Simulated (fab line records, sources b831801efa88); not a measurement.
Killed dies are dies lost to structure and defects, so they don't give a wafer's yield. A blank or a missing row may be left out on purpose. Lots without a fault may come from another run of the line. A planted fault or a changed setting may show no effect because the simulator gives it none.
A struck lot beside a sound one | flow sky130 | 16 steps out of a route of 708
Sound: wafers L924.1, L924.4, L924.5. Struck: wafers L932.1, L932.2, L932.3. The cause comes at the end.
At each step with rows: each side's tool, then ch and its chambers, then its first start. Under that, the readings that differ: sound wafers | struck wafers | difference of the means | sigmas: that difference in standard deviations of wafers without a fault.
alike: readings whose means differ by less than 2 such deviations, and words and numbers that are the same on both sides. not compared: withheld readings, readings that some wafer has no value for, bounds like >300 that may hide the same value, and numbers for which the record gives no deviation and whose values overlap.
The two part at a step that has a row with sigmas, a row that says differs or no value, or rows on one side only. Numbers that don't overlap but have no deviation are shown without sigmas and don't part them. A reading that every wafer of one side lacks parts them only if that side has two wafers or more.

first, 2 steps without rows for these wafers: SKY_METAL4_PEB_11; SKY_METAL4_DEVELOP_12 (develop time 60 s).
SKY_METAL4_CD_MEAS_13: target cd 300 nm.
  sound on cd_sem-02, day 44 10:18; struck on cd_sem-02, day 46 09:25
  alike: cd_nm
SKY_METAL4_OVL_MEAS_14:
  sound on overlay-01, day 44 10:25; struck on overlay-02, day 46 09:32
  alike: METAL4_OVL
SKY_METAL4_DESCUM_15: chemistry O2, time 8 s.
  sound on rie_metal-03 ch 0, day 44 10:27; struck on rie_metal-04 ch 0,1, day 46 09:34
  alike: drypump_motor_current_A, oes_product_au
  not compared: rf_hours_counter_h
SKY_METAL4_ETCH_16: etches BARC in N2/H2, stops on SiO2, time 88.2 s, target depth 60 nm.
  sound on rie_metal-03 ch 0, day 44 10:29; struck on rie_metal-04 ch 0,1, day 46 09:37
  alike: drypump_motor_current_A, oes_product_au, throttle_valve_pct
  not compared: rf_hours_counter_h
SKY_METAL4_ETCH_17: etches SiO2 in C4F8/O2/Ar, stops on TiN, time 3.9 s, target depth 15 nm.
  sound on rie_diel-02 ch 0,1, day 44 10:35; struck on rie_diel-03 ch 0,1, day 46 09:42
  alike: oes_product_au
  not compared: rf_hours_counter_h
SKY_METAL4_METAL_ETCH_18: etches the open film in Cl2/BCl3, stops on SiO2, target depth 845 nm, time 183.1 s.
  sound on rie_metal-04 ch 0,1, day 44 10:36; struck on rie_metal-03 ch 0,1, day 46 09:44
  reading                     | sound             | struck            | difference | sigmas
  drypump_motor_current_A (A) | 5.7 4.7 4.7       | 6.0 6.4 6.4       | +1.2       | +2
  oes_product_au (a.u.)       | 0.870 0.870 0.876 | 0.860 0.854 0.848 | -0.018     | -3
  alike: throttle_valve_pct
  not compared: rf_hours_counter_h
SKY_METAL4_STRIP_19: strips in O2/N2.
  sound on plasma_asher-02 ch 0,1, day 44 10:47; struck on plasma_asher-02 ch 0,1, day 46 09:55
  alike: drypump_motor_current_A, oes_product_au, strip_time_to_endpoint_s
  not compared: rf_hours_counter_h
then, 3 steps without rows for these wafers: SKY_METAL4_STRIP_20 (strips in post etch residue remover, time 1200 s); SKY_METAL4_CLEAN_21 (cleans in IPA, time 180 s); SKY_METAL4_CLEAN_22 (cleans in O3/DIW).
SKY_VIA4_HDPCVD_00: deposits SiO2, target thk 1750 nm, time 291.7 s.
  sound on hdpcvd-01 ch 0,1,2, day 44 11:25; struck on hdpcvd-01 ch 0,1,2, day 46 10:30
  reading                                  | sound             | struck            | difference | sigmas
  run_length_s (s)                         | 320.5 320.7 319.2 | 354.6 354.0 353.5 | +33.9      | +56
  model.SiO2_of_VIA4_HDPCVD_00.thk_nm (nm) | 1756 1747 1752    | 1981 1966 1987    | +226       |
SKY_VIA4_THK_MEAS_01:
  sound on film_metro-04, day 44 11:35; struck on film_metro-03, day 46 10:41
  reading              | sound          | struck         | difference | sigmas
  VIA4_HDPCVD_THK (nm) | 1755 1747 1753 | 1984 1966 1986 | +227       | +13
then, 1 step without rows for these wafers: SKY_VIA4_CMP_02 (polishes SiO2).
SKY_PAD_OPEN_PROBE_99:
  the record has rows for the sound wafers here (prober-01, day 48 01:07) and none for the struck ones

WHERE THEY PART
First at SKY_METAL4_METAL_ETCH_18; last, within this record, at SKY_PAD_OPEN_PROBE_99.

WHY: what the simulator had put in
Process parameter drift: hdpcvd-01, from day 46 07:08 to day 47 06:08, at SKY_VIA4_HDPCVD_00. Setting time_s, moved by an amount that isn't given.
